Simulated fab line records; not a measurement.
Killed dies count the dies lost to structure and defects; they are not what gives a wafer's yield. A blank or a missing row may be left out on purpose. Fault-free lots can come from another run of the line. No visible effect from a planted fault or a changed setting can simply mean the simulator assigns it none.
Chamber matching || flow gf180mcu || hdpcvd-02 running GF_CONTACT_CVD_00: 3 sister chambers
The step deposits SiO2, target thk 300 nm, time 50 s. 16 wafers are shown with their chamber, then 8 later ones without.

## WAFERS, EACH WITH ITS CHAMBER
{"wafer": "L203.1", "chamber": 1, "sih4 flow sccm (sccm)": 59.97}
{"wafer": "L203.2", "chamber": 2, "sih4 flow sccm (sccm)": 59.96}
{"wafer": "L203.3", "chamber": 0, "sih4 flow sccm (sccm)": 60.04}
{"wafer": "L205.1", "chamber": 1, "sih4 flow sccm (sccm)": 60.16}
{"wafer": "L205.2", "chamber": 0, "sih4 flow sccm (sccm)": 60.32}
{"wafer": "L205.4", "chamber": 2, "sih4 flow sccm (sccm)": 60.06}
{"wafer": "L206.1", "chamber": 2, "sih4 flow sccm (sccm)": 59.72}
{"wafer": "L206.4", "chamber": 1, "sih4 flow sccm (sccm)": 59.68}
{"wafer": "L206.6", "chamber": 0, "sih4 flow sccm (sccm)": 60.13}
{"wafer": "L208.1", "chamber": 2, "sih4 flow sccm (sccm)": 59.84}
{"wafer": "L208.2", "chamber": 0, "sih4 flow sccm (sccm)": 59.80}
{"wafer": "L208.6", "chamber": 0, "sih4 flow sccm (sccm)": 60.19}
{"wafer": "L211.1", "chamber": 0, "sih4 flow sccm (sccm)": 60.13}
{"wafer": "L211.2", "chamber": 1, "sih4 flow sccm (sccm)": 59.58}
{"wafer": "L211.4", "chamber": 1, "sih4 flow sccm (sccm)": 59.62}
{"wafer": "L210.3", "chamber": 0, "sih4 flow sccm (sccm)": 60.00}

SIGNATURES (means of the wafers above)
{"reading": "sih4 flow sccm", "chamber 0": 60.0871, "chamber 1": 59.8020, "chamber 2": 59.8950, "scatter within a chamber": 0.192}
Rule: distance of a wafer from a chamber = root of the sum over the readings of ((wafer's reading minus chamber's mean) / reading's scatter) squared. The wafer belongs to the nearest chamber; if the next one is less than 2 further off, it can't be placed. The scatter: take each reading less its chamber's mean, square it, sum over the shown wafers, divide by the number of wafers less the number of chambers, and take the root.

## WAFERS WITHOUT THEIR CHAMBER
{"wafer": "L210.4", "sih4 flow sccm (sccm)": 60.21}
{"wafer": "L210.5", "sih4 flow sccm (sccm)": 60.20}
{"wafer": "L212.2", "sih4 flow sccm (sccm)": 59.80}
{"wafer": "L212.3", "sih4 flow sccm (sccm)": 60.05}
{"wafer": "L212.5", "sih4 flow sccm (sccm)": 60.01}
{"wafer": "L214.4", "sih4 flow sccm (sccm)": 60.19}
{"wafer": "L214.5", "sih4 flow sccm (sccm)": 60.19}
{"wafer": "L214.6", "sih4 flow sccm (sccm)": 59.69}

## THE CHAMBER EACH PASSED THROUGH
{"wafer": "L210.4", "from the rows above": "can't be placed: 0 or 2 or 1", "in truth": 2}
{"wafer": "L210.5", "from the rows above": "can't be placed: 0 or 2 or 1", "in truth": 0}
{"wafer": "L212.2", "from the rows above": "can't be placed: 1 or 2 or 0", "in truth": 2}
{"wafer": "L212.3", "from the rows above": "can't be placed: 0 or 2 or 1", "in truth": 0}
{"wafer": "L212.5", "from the rows above": "can't be placed: 0 or 2 or 1", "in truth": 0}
{"wafer": "L214.4", "from the rows above": "can't be placed: 0 or 2 or 1", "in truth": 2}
{"wafer": "L214.5", "from the rows above": "can't be placed: 0 or 2 or 1", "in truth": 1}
{"wafer": "L214.6", "from the rows above": "can't be placed: 1 or 2 or 0", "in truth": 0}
Placed correctly: 0 of 8. Unplaceable from these rows: 8, with the true chamber sitting among the candidates in 8. Wrongly placed: 0.
